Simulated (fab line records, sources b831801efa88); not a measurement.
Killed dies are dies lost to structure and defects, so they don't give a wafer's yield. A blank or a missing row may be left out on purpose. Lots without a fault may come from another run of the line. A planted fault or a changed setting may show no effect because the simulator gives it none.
One fault seen from 2 desks | flow sky130 | each desk has only its own numbers; what lay behind them comes last

THE TOOL OWNER'S DESK: pecvd-04
The tool's own readings at SKY_CONTACT_CVD_00 (deposits Si3N4, target thk 75 nm): means of the sampled wafers that have a number, for each lot that ran on this tool. A lot is out of limits, marked OUT, if its mean lies more than 4 standard deviations from the usual mean; the brackets give that distance.
Columns: A = heater_power_outer_w at SKY_CONTACT_CVD_00, usual 419 W; B = heater_power_w at SKY_CONTACT_CVD_00, usual 690 W
lot  | first seen here | A   | B
L829 | day 31 02:11    | 405 | 679
L830 | day 31 05:14    | 376 | 633
L837 | day 33 07:56    | 407 | 687
L842 | day 34 11:20    | 372 | 608
L844 | day 35 02:26    | 381 | 624
This desk's finding: nothing out of limits on any of the 5 lots.

THE METROLOGY DESK
What the gauges read, lot by lot, whatever tool the lot ran on: means of the sampled wafers that have a number. A lot is out of limits, marked OUT, if its mean lies more than 4 standard deviations from the usual mean; the brackets give that distance.
Columns: A = cd_nm at SKY_LI_CONTACT_CD_MEAS_12, usual 170.1 nm; B = LOCAL_INTERCONNECT_TIN_THK at SKY_LOCAL_INTERCONNECT_THK_MEAS_02, usual 100.8 nm; C = CONTACT_CVD_00_THK at SKY_CONTACT_THK_MEAS_01, usual 75.2 nm
lot  | first seen here | A     | B     | C
L829 | day 29 20:11    | 169.3 | 100.8 | 75.1
L830 | day 29 23:12    | 170.1 | 100.4 | 74.0
L832 | day 30 22:29    | 168.9 | 101.0 | 75.7
L833 | day 31 12:29    | 170.1 | 101.5 | 76.4
L836 | day 31 21:03    | 172.9 | 100.9 | 74.6
L837 | day 32 02:49    | 169.1 | 100.1 | 74.1
L842 | day 33 07:45    | 171.8 | 101.0 | 104.7 (+27) OUT
L844 | day 33 22:00    | 172.0 | 98.4  | 91.6 (+15) OUT
L846 | day 34 09:29    | 169.9 | 100.5 | 75.2
L850 | day 35 23:26    | 168.9 | 100.6 | 76.3
L852 | day 36 07:41    | 171.2 | 100.3 | 74.9
This desk's finding: out of limits on L842, L844; first on L842, day 34 11:22 (CONTACT_CVD_00_THK at SKY_CONTACT_THK_MEAS_01). In limits: L829, L830, L832, L833, L836, L837, L846, L850, L852.

PUT TOGETHER
The metrology desk could have raised an alarm at day 34 11:22, on L842, L844.
The tool owner's desk saw nothing out of limits.
The tool owner's desk has L842, L844 on record, within its limits.
Of the lots named, all ran SKY_CONTACT_CVD_00 on pecvd-04.

WHAT THE SIMULATOR HAD PUT IN
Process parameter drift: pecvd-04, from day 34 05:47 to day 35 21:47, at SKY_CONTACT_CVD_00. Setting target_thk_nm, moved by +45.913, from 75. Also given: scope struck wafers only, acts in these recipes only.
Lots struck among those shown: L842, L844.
Hours from the fault's start to each desk's first reading out of limits: the metrology desk, 6.
